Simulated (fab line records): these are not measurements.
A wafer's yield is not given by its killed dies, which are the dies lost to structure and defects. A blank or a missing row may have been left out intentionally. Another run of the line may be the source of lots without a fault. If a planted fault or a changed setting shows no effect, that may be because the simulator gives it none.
The tool behind it: which one? ; flow gf180mcu ; 18 wafers from 6 lots sampled at 2 of the route's 602 steps

## WHAT THE GAUGES READ, wafer by wafer
GF_V5_THK_MEAS_01.
lot;measured;on;V5_CVD_00_THK (nm)
L956;day 27 06:33;film-metro-04;305 299 302
L959;day 28 03:16;film-metro-04;299 299 303
L960;day 28 07:35;film-metro-04;296 298 298
L963;day 29 12:59;film-metro-01;297 301 301
L969;day 31 05:13;film-metro-01;298 298 298
L974;day 32 12:07;film-metro-04;292 301 302

## EACH LOT AND THE TOOL THAT RAN IT (in order: tool; ch and the chambers of the sampled wafers; start)
lot;GF_NSD_STRIP_11
L956;plasma-asher-02 ch 0,1, day 14 06:42
L959;plasma-asher-02 ch 0,1, day 15 02:27
L960;plasma-asher-04 ch 0,1, day 15 09:49
L963;plasma-asher-04 ch 0,1, day 16 17:43
L969;plasma-asher-02 ch 0,1, day 18 22:22
L974;plasma-asher-03 ch 0,1, day 20 14:49
- GF_NSD_STRIP_11: strips in O2/N2.

## THE ANSWER, worked out from the rows above alone
Rule: the usual values come from the lots themselves. Put in order of their means at a reading, lots are off if they are a third of the lots or fewer, leave a main group of 4 or more, and stand apart from it by a gap of 3 or more times the standard deviation of the main group's means; of several such gaps the widest counts. Not used: any main group whose means are identical at the precision the tables above print for the reading. A lot without any number at a reading at which 4 lots or more have one is off too. All remaining lots with rows at the step are treated as sound.
None of the lots is off at any reading shown; this tells nothing.

## WHAT THE SIMULATOR PUT IN
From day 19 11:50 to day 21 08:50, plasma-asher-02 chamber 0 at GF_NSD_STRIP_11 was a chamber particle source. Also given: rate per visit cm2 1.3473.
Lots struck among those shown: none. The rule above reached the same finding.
